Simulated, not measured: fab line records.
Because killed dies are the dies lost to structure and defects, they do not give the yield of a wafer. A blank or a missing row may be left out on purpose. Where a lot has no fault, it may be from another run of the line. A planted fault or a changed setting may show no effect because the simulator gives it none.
fab line records -- flow sky130
[record] lots = 13, wafers = 39, last-day = 50
route steps=708 shown POLY_CUT@318 SD_P@327 RES_XHIGH@336
lots untouched by any fault: they come from a run of this same line in which no faults occurred
start-h: the number of hours between the record's first day and the start of the first shown wafer of the lot -- wait-h: how many hours have passed since the lot's step before this one -- " the same as in the row above -- L1.1+2: a single row standing in for several wafers -- - no value, or no start given -- * or withheld: withheld -- < > ~ a bound
route shown NAME@n: NAME is a module with steps in the file, n the number in the route of the first one -- usual: mean/standard deviation taken from wafers without a fault -- same: alike in all rows -- chamber/n: place in a boat -- sites: readings site by site -- _std_site: their standard deviation -- _edge_site: mean of outer sites minus mean of inner sites -- radius-mm: how far each site lies from the wafer's centre -- mask NAME#n: copy n -- behind: tool/chamber where the wafer was last shaped -- hold: why the lot went on hold/how many hours it stayed there/how the hold came to an end -- device: which transistor (n, p or np) failed to switch -- end of line: tests of these same wafers at the route's end -- for a step that has no rows: nothing shown but its recipe -- killed: not the wafer's yield, but the dies lost to structure and defects at the first sort -- map: the dies of a wafer, with x for killed, . for not killed, _ for no die there
set.NAME: the run value of the setting; set.NAME@STEP: its run value at that earlier step -- model.NAME: the simulator's own value behind a step, which no gauge read
one table for each step of the route and one row for each wafer, over a sample of lots
services: from which hour (start-h, from the record's first day; less than 0 if before it) a tool's chamber was out of use, for how many hours, and why
[[steps]]
[step SKY_POLY_CUT_ETCH_11]
[recipe] target = Si3N4, chemistry = CF4/CH2F2/Ar, stop-on = poly-Si, source-w = 600, bias-w = 150, pressure-mtorr = 40, cf4-flow-sccm = 40, ch2f2-flow-sccm = 20, Ar_flow_sccm = 150, time-s = 42.5, target-depth-a = 600
[usual] ch2f2-flow-sccm = 20.01/0.062, drypump-motor-current-A = 5.8/0.53, oes-product-au = 0.831/0.0065, throttle-valve-pct = 14.994/0.0089
lot.wafer,tool,chamber,start-h,wait-h,ch2f2-flow-sccm,drypump-motor-current-A,oes-product-au,rf-hours-counter-h,throttle-valve-pct
L465.2,rie-diel-01,3,561.78,0.0,19.99,5.4,0.824,6,15.002
L465.3,rie-diel-01,2,561.78,0.0,20.00,6.6,0.834,18,14.992
L465.6,rie-diel-01,1,561.78,0.0,20.09,5.7,0.824,-,14.997
L467.2,rie-diel-03,3,584.58,0.0,20.07,6.5,0.838,24,15.001
L467.4,rie-diel-03,1,584.58,0.0,20.02,5.7,0.832,1,14.991
L467.5,rie-diel-03,3,584.58,0.0,20.08,6.5,0.826,-,15.008
L468.1,rie-diel-04,2,589.02,0.0,20.03,5.4,0.831,51,14.992
L468.3,rie-diel-04,1,589.02,0.0,19.92,6.2,0.832,2,14.987
L468.5,rie-diel-04,3,589.02,0.0,19.98,6.1,0.824,-,14.999
L469.1,rie-diel-03,3,605.82,0.0,20.03,6.5,0.828,24,15.003
L469.4,rie-diel-03,2,605.82,0.0,20.15,4.8,0.836,7,14.989
L469.6,rie-diel-03,0,605.82,0.0,19.99,5.5,0.831,-,15.007
L471.1,rie-diel-04,3,623.05,0.0,19.96,6.1,0.838,10,14.993
L471.3,rie-diel-04,1,623.05,0.0,20.01,6.2,0.830,3,14.997
L471.4,rie-diel-04,0,623.05,0.0,19.95,5.5,0.839,8,14.999
L473.1,rie-diel-04,0,636.97,0.0,19.99,5.6,0.825,8,14.994
L473.2,rie-diel-04,3,636.97,0.0,19.92,6.1,0.823,11,14.988
L473.6,rie-diel-04,1,636.97,0.0,20.02,6.2,0.822,-,14.989
L472.2,rie-diel-03,1,642.62,0.0,19.97,5.7,0.830,3,15.001
L472.4,rie-diel-03,2,642.62,0.0,20.05,4.8,0.831,8,15.000
L472.5,rie-diel-03,3,642.62,0.0,20.03,6.5,0.832,-,14.990
L480.1,rie-diel-01,3,694.87,0.0,19.95,5.4,0.817,8,14.996
L480.2,rie-diel-01,2,694.87,0.0,20.03,6.6,0.826,20,14.990
L480.5,rie-diel-01,2,694.87,0.0,19.96,6.6,0.827,-,14.985
L481.1,rie-diel-01,2,699.98,0.0,20.06,6.5,0.845,20,14.987
L481.2,rie-diel-01,1,699.98,0.0,20.06,5.7,0.840,3,15.011
L481.5,rie-diel-01,1,699.98,0.0,19.98,5.7,0.840,-,14.987
L482.1,rie-diel-01,3,710.67,0.0,19.96,5.4,0.829,9,14.990
L482.4,rie-diel-01,1,710.67,0.0,20.06,5.7,0.833,4,15.009
L482.6,rie-diel-01,3,710.67,0.0,19.93,5.4,0.827,-,14.987
L483.1,rie-diel-04,0,720.67,0.0,20.01,5.5,0.837,10,15.005
L483.2,rie-diel-04,1,720.67,0.0,19.94,6.2,0.843,6,14.990
L483.3,rie-diel-04,3,720.67,0.0,20.02,6.1,0.835,12,14.992
L484.1,rie-diel-01,0,724.12,0.0,20.02,6.4,0.829,30,15.000
L484.2,rie-diel-01,1,724.12,0.0,20.06,5.7,0.835,4,14.988
L484.6,rie-diel-01,2,724.12,0.0,20.05,6.5,0.839,-,14.993
L486.1,rie-diel-01,2,759.12,0.0,20.05,6.6,0.836,22,15.018
L486.3,rie-diel-01,3,759.12,0.0,20.05,5.4,0.831,10,14.994
L486.5,rie-diel-01,0,759.12,0.0,20.03,6.4,0.827,-,15.006
[step SKY_SD_P_CD_MEAS_07]
[recipe] target-cd-nm = 380
[usual] cd-nm = 380.3/2.3
lot.wafer,tool,chamber,start-h,wait-h,cd-nm
L465.2,cd-sem-02,-,590.75,0.1,382.0
L465.3,cd-sem-02,-,590.75,0.1,382.2
L465.6,cd-sem-02,-,590.75,0.1,380.8
L467.2,cd-sem-01,-,613.65,0.1,379.2
L467.4,cd-sem-01,-,613.65,0.1,379.6
L467.5,cd-sem-01,-,613.65,0.1,379.9
L468.1,cd-sem-01,-,618.76,0.1,386.2
L468.3,cd-sem-01,-,618.76,0.1,384.5
L468.5,cd-sem-01,-,618.76,0.1,383.6
L469.1,cd-sem-01,-,634.27,0.1,376.8
L469.4,cd-sem-01,-,634.27,0.1,376.2
L469.6,cd-sem-01,-,634.27,0.1,377.7
L471.1,cd-sem-02,-,651.16,0.1,380.8
L471.3,cd-sem-02,-,651.16,0.1,381.5
L471.4,cd-sem-02,-,651.16,0.1,383.0
L473.1,cd-sem-02,-,665.21,0.1,383.3
L473.2,cd-sem-02,-,665.21,0.1,383.7
L473.6,cd-sem-02,-,665.21,0.1,384.1
L472.2,cd-sem-02,-,670.73,0.1,379.3
L472.4,cd-sem-02,-,670.73,0.1,381.9
L472.5,cd-sem-02,-,670.73,0.1,381.2
L480.1,cd-sem-01,-,723.13,0.1,380.0
L480.2,cd-sem-01,-,723.13,0.1,380.7
L480.5,cd-sem-01,-,723.13,0.1,382.1
L481.1,cd-sem-02,-,727.66,0.1,376.4
L481.2,cd-sem-02,-,727.66,0.1,378.2
L481.5,cd-sem-02,-,727.66,0.1,380.5
L482.1,cd-sem-02,-,738.62,0.1,382.7
L482.4,cd-sem-02,-,738.62,0.1,379.4
L482.6,cd-sem-02,-,738.62,0.1,382.8
L483.1,cd-sem-02,-,748.76,0.1,379.4
L483.2,cd-sem-02,-,748.76,0.1,379.8
L483.3,cd-sem-02,-,748.76,0.1,378.5
L484.1,cd-sem-01,-,751.66,0.1,376.5
L484.2,cd-sem-01,-,751.66,0.1,376.0
L484.6,cd-sem-01,-,751.66,0.1,377.8
L486.1,cd-sem-02,-,785.63,0.1,380.1
L486.3,cd-sem-02,-,785.63,0.1,379.7
L486.5,cd-sem-02,-,785.63,0.1,378.9
[step SKY_SD_P_TW_MEAS_11]
[usual] SD_P_TW = 2859/16
lot.wafer,tool,chamber,start-h,wait-h,SD_P_TW
L465.2,film-metro-04,-,591.15,0.1,2842
L465.3,film-metro-04,-,591.15,0.1,2859
L465.6,film-metro-04,-,591.15,0.1,2852
L467.2,film-metro-01,-,614.04,0.1,2852
L467.4,film-metro-01,-,614.04,0.1,2837
L467.5,film-metro-01,-,614.04,0.1,2837
L468.1,film-metro-04,-,619.17,0.1,2863
L468.3,film-metro-04,-,619.17,0.1,2872
L468.5,film-metro-04,-,619.17,0.1,2879
L469.1,film-metro-04,-,634.68,0.1,2849
L469.4,film-metro-04,-,634.68,0.1,2848
L469.6,film-metro-04,-,634.68,0.1,2855
L471.1,film-metro-04,-,651.57,0.1,2830
L471.3,film-metro-04,-,651.57,0.1,2840
L471.4,film-metro-04,-,651.57,0.1,2835
L473.1,film-metro-03,-,665.62,0.1,2859
L473.2,film-metro-03,-,665.62,0.1,2878
L473.6,film-metro-03,-,665.62,0.1,2855
L472.2,film-metro-04,-,671.13,0.1,2853
L472.4,film-metro-04,-,671.13,0.1,2851
L472.5,film-metro-04,-,671.13,0.1,2844
L480.1,film-metro-01,-,723.54,0.1,2851
L480.2,film-metro-01,-,723.54,0.1,2858
L480.5,film-metro-01,-,723.54,0.1,2849
L481.1,film-metro-03,-,728.07,0.1,2868
L481.2,film-metro-03,-,728.07,0.1,2840
L481.5,film-metro-03,-,728.07,0.1,2869
L482.1,film-metro-03,-,739.11,0.1,2859
L482.4,film-metro-03,-,739.11,0.1,2863
L482.6,film-metro-03,-,739.11,0.1,2865
L483.1,film-metro-01,-,749.17,0.1,2868
L483.2,film-metro-01,-,749.17,0.1,2870
L483.3,film-metro-01,-,749.17,0.1,2865
L484.1,film-metro-04,-,752.07,0.1,2843
L484.2,film-metro-04,-,752.07,0.1,2837
L484.6,film-metro-04,-,752.07,0.1,2839
L486.1,film-metro-03,-,786.04,0.1,2875
L486.3,film-metro-03,-,786.04,0.1,2874
L486.5,film-metro-03,-,786.04,0.1,2873
[step SKY_RES_XHIGH_EXPOSE_04]
[recipe] mask-id = URPM, na = 0.6, source-shape = conventional, sigma-outer = 0.6, polarization = unpolarized, target-cd-nm = 1270, dose-mj = 140
[usual] reticle-temp-C = 23.02/0.14
[same] na = 0.6
lot.wafer,tool,chamber,start-h,wait-h,mask,reticle-temp-C
L465.2,iline-stepper-02,0,606.46,-,URPM#0,23.01
L465.3,iline-stepper-02,0,606.46,-,URPM#0,23.07
L465.6,iline-stepper-02,0,606.46,-,URPM#0,22.89
L467.2,iline-stepper-02,0,628.73,-,URPM#0,22.96
L467.4,iline-stepper-02,0,628.73,-,URPM#0,22.87
L467.5,iline-stepper-02,0,628.73,-,URPM#0,22.96
L468.1,iline-stepper-01,0,633.83,-,URPM#0,22.99
L468.3,iline-stepper-01,0,633.83,-,URPM#0,22.90
L468.5,iline-stepper-01,0,633.83,-,URPM#0,22.91
L469.1,iline-stepper-02,0,648.70,-,URPM#0,22.74
L469.4,iline-stepper-02,0,648.70,-,URPM#0,22.81
L469.6,iline-stepper-02,0,648.70,-,URPM#0,22.94
L471.1,iline-stepper-01,0,666.71,-,URPM#0,23.21
L471.3,iline-stepper-01,0,666.71,-,URPM#0,23.24
L471.4,iline-stepper-01,0,666.71,-,URPM#0,23.15
L473.1,iline-stepper-02,0,679.04,-,NSDM#0,23.24
L473.2,iline-stepper-02,0,679.04,-,NSDM#0,23.05
L473.6,iline-stepper-02,0,679.04,-,NSDM#0,23.01
L472.2,iline-stepper-02,0,685.03,-,URPM#0,23.24
L472.4,iline-stepper-02,0,685.03,-,URPM#0,23.12
L472.5,iline-stepper-02,0,685.03,-,URPM#0,22.94
L480.1,iline-stepper-02,0,737.22,-,URPM#0,22.80
L480.2,iline-stepper-02,0,737.22,-,URPM#0,22.91
L480.5,iline-stepper-02,0,737.22,-,URPM#0,23.00
L481.1,iline-stepper-02,0,741.31,-,URPM#0,22.96
L481.2,iline-stepper-02,0,741.31,-,URPM#0,23.10
L481.5,iline-stepper-02,0,741.31,-,URPM#0,22.85
L482.1,iline-stepper-02,0,753.37,-,URPM#0,22.98
L482.4,iline-stepper-02,0,753.37,-,URPM#0,22.91
L482.6,iline-stepper-02,0,753.37,-,URPM#0,22.97
L483.1,iline-stepper-02,0,763.42,-,URPM#0,23.14
L483.2,iline-stepper-02,0,763.42,-,URPM#0,23.11
L483.3,iline-stepper-02,0,763.42,-,URPM#0,23.36
L484.1,iline-stepper-02,0,766.62,-,URPM#0,22.94
L484.2,iline-stepper-02,0,766.62,-,URPM#0,23.03
L484.6,iline-stepper-02,0,766.62,-,URPM#0,22.89
L486.1,iline-stepper-02,0,799.00,-,URPM#0,22.92
L486.3,iline-stepper-02,0,799.00,-,URPM#0,23.19
L486.5,iline-stepper-02,0,799.00,-,URPM#0,23.01
[step SKY_RES_XHIGH_TW_MEAS_09]
[usual] RES_XHIGH_TW = 1655/10
lot.wafer,tool,chamber,start-h,wait-h,RES_XHIGH_TW
L465.2,film-metro-04,-,620.38,0.1,1649
L465.3,film-metro-04,-,620.38,0.1,1652
L465.6,film-metro-04,-,620.38,0.1,1640
L467.2,film-metro-03,-,643.23,0.1,1670
L467.4,film-metro-03,-,643.23,0.1,1672
L467.5,film-metro-03,-,643.23,0.1,1681
L468.1,film-metro-01,-,647.56,0.1,1660
L468.3,film-metro-01,-,647.56,0.1,1656
L468.5,film-metro-01,-,647.56,0.1,1653
L469.1,film-metro-03,-,662.87,0.1,1660
L469.4,film-metro-03,-,662.87,0.1,1652
L469.6,film-metro-03,-,662.87,0.1,1658
L471.1,film-metro-01,-,679.92,0.1,1671
L471.3,film-metro-01,-,679.92,0.1,1673
L471.4,film-metro-01,-,679.92,0.1,1674
L473.1,film-metro-04,-,693.62,0.1,30
L473.2,film-metro-04,-,693.62,0.1,30
L473.6,film-metro-04,-,693.62,0.1,30
L472.2,film-metro-04,-,700.08,0.1,1652
L472.4,film-metro-04,-,700.08,0.1,1634
L472.5,film-metro-04,-,700.08,0.1,1638
L480.1,film-metro-01,-,750.41,0.1,1662
L480.2,film-metro-01,-,750.41,0.1,1673
L480.5,film-metro-01,-,750.41,0.1,1675
L481.1,film-metro-04,-,756.47,0.1,1646
L481.2,film-metro-04,-,756.47,0.1,1655
L481.5,film-metro-04,-,756.47,0.1,1650
L482.1,film-metro-04,-,767.62,0.1,1652
L482.4,film-metro-04,-,767.62,0.1,1652
L482.6,film-metro-04,-,767.62,0.1,1648
L483.1,film-metro-03,-,776.57,0.1,1666
L483.2,film-metro-03,-,776.57,0.1,1666
L483.3,film-metro-03,-,776.57,0.1,1661
L484.1,film-metro-01,-,779.66,0.1,1667
L484.2,film-metro-01,-,779.66,0.1,1657
L484.6,film-metro-01,-,779.66,0.1,1669
L486.1,film-metro-04,-,812.71,0.1,1642
L486.3,film-metro-04,-,812.71,0.1,1640
L486.5,film-metro-04,-,812.71,0.1,1659
[[services]]
tool,chamber,start-h,hours,kind
rie-diel-03,2,569.21,6.6,repair
rie-diel-01,1,581.46,2.2,repair
rie-diel-04,0,586.49,5.0,repair
rie-diel-03,-,601.03,3.3,repair
rie-diel-03,3,614.67,4.2,repair
rie-diel-01,2,617.15,18.3,repair
rie-diel-01,-,631.06,2.8,pm
iline-stepper-02,-,633.14,1.7,pm
rie-diel-04,3,653.81,15.8,repair
rie-diel-04,0,664.25,4.0,repair
rie-diel-04,1,666.64,1.3,repair
iline-stepper-01,-,676.18,8.9,pm
rie-diel-03,-,694.89,0.8,repair
rie-diel-04,-,704.10,2.8,pm
iline-stepper-01,-,714.95,1.7,pm
rie-diel-04,2,719.94,-,clean
rie-diel-04,2,719.94,14.3,scheduled-down
rie-diel-04,2,719.94,14.3,vent-cycle
iline-stepper-02,-,723.24,1.4,repair
rie-diel-03,2,728.07,1.2,repair
rie-diel-04,-,728.15,76.0,repair
rie-diel-04,3,745.12,5.5,repair
iline-stepper-02,0,748.94,-,calibration
rie-diel-04,-,761.17,1.8,repair
[[key]]
[first-sign] step = SKY_RES_XHIGH_EXPOSE_04, reading = mask, direction = changed
[effect] step = SKY_RES_XHIGH_TW_MEAS_09, reading = RES_XHIGH_TW, direction = down, sigmas = 99+, usual = 1655, struck = 30
met-at SKY_RES_XHIGH_EXPOSE_04
struck-lots L473
sort-left-out L473.1,L473.2,L473.6
tester-left-out L473
not-acting-at SKY_POLY_CUT_ETCH_11,SKY_SD_P_CD_MEAS_07,SKY_SD_P_TW_MEAS_11
onset-between 648.70 679.04
[fault] kind = wrong-mask, tool = any, chamber = -, onset-h = 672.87, steps = SKY_RES_XHIGH_EXPOSE_04, aux-copy = NSDM#0, scope = struck-lots-only
// tester-left-out: of these lots the tester's yield and bins aren't shown, on N5 and GAA mostly nor the transistor test; their killed dies are dies lost to structure and defects alone, not to doping, threshold or leakage, so they don't give the yield
// sort-left-out: the simulated sort isn't trusted on such a fault, so these wafers' sort isn't shown, and their yield isn't known
